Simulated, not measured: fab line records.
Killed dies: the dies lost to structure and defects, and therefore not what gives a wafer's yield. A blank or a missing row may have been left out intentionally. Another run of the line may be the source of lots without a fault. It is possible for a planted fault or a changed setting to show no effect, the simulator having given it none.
Chamber matching    flow sky130    SKY_VIA2_CMP_02 on cmp-02 has 4 sister chambers
The step polishes SiO2. 39 wafers are shown with their chamber, then 12 later ones without.

## WAFERS PAIRED WITH THEIR CHAMBERS
wafer   chamber  motor-current-A (A)
L075.1  0        10.7
L075.3  3        9.6
L075.4  2        15.4
L075.2  1        12.6
L075.5  3        10.1
L075.6  2        14.8
L077.2  1        12.1
L077.3  0        10.6
L077.5  0        10.8
L076.2  2        14.7
L076.3  3        10.6
L076.6  1        12.4
L079.2  3        10.3
L079.3  1        12.7
L079.4  2        14.7
L080.1  1        12.9
L080.3  3        10.0
L080.6  3        10.3
L082.1  3        10.0
L082.2  2        14.2
L082.5  2        13.9
L084.2  1        13.1
L084.4  3        9.8
L084.6  0        10.5
L085.2  1        12.7
L085.3  3        9.9
L085.6  2        15.3
L086.2  0        10.6
L086.4  3        10.1
L086.6  2        15.0
L087.1  3        10.6
L087.2  1        13.0
L087.4  2        14.2
L090.1  0        10.7
L090.3  2        14.4
L090.5  2        13.9
L092.1  3        9.9
L092.3  1        13.4
L092.4  0        10.0

SIGNATURES (means of the wafers above)
reading          chamber 0  chamber 1  chamber 2  chamber 3  scatter within a chamber
motor-current-A  10.557     12.767     14.591     10.100     0.39
Rule: for a wafer and a chamber, the distance is found by dividing, reading by reading, the gap between the wafer's reading and the chamber's mean by the reading's scatter, squaring, summing and taking the root. If the next closest chamber is less than 2 further off than the closest, the wafer can't be placed; otherwise it belongs to the closest. How the scatter is found: for the shown wafers, subtract from each reading the mean of its chamber, square and add these, divide the total by (wafers less chambers), then take the root.

## WAFERS WHOSE CHAMBER IS MISSING
wafer   motor-current-A (A)
L094.2  10.4
L094.3  9.7
L094.6  11.3
L094.1  12.5
L094.4  14.4
L094.5  10.1
L095.3  14.3
L095.4  9.6
L095.5  10.4
L096.1  10.4
L096.2  10.3
L096.5  10.5

## WHICH CHAMBER EACH WENT THROUGH
wafer   from the rows above           in truth
L094.2  can't be placed: 0 or 3       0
L094.3  can't be placed: 3 or 0       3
L094.6  can't be placed: 0 or 3 or 1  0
L094.1  1                             1
L094.4  2                             2
L094.5  can't be placed: 3 or 0       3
L095.3  2                             2
L095.4  can't be placed: 3 or 0       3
L095.5  can't be placed: 0 or 3       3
L096.1  can't be placed: 0 or 3       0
L096.2  can't be placed: 3 or 0       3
L096.5  can't be placed: 0 or 3       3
3 of 12 placed correctly. From these rows, 9 cannot be placed; in 9 the true chamber is one of the candidates. 0 placed wrongly.
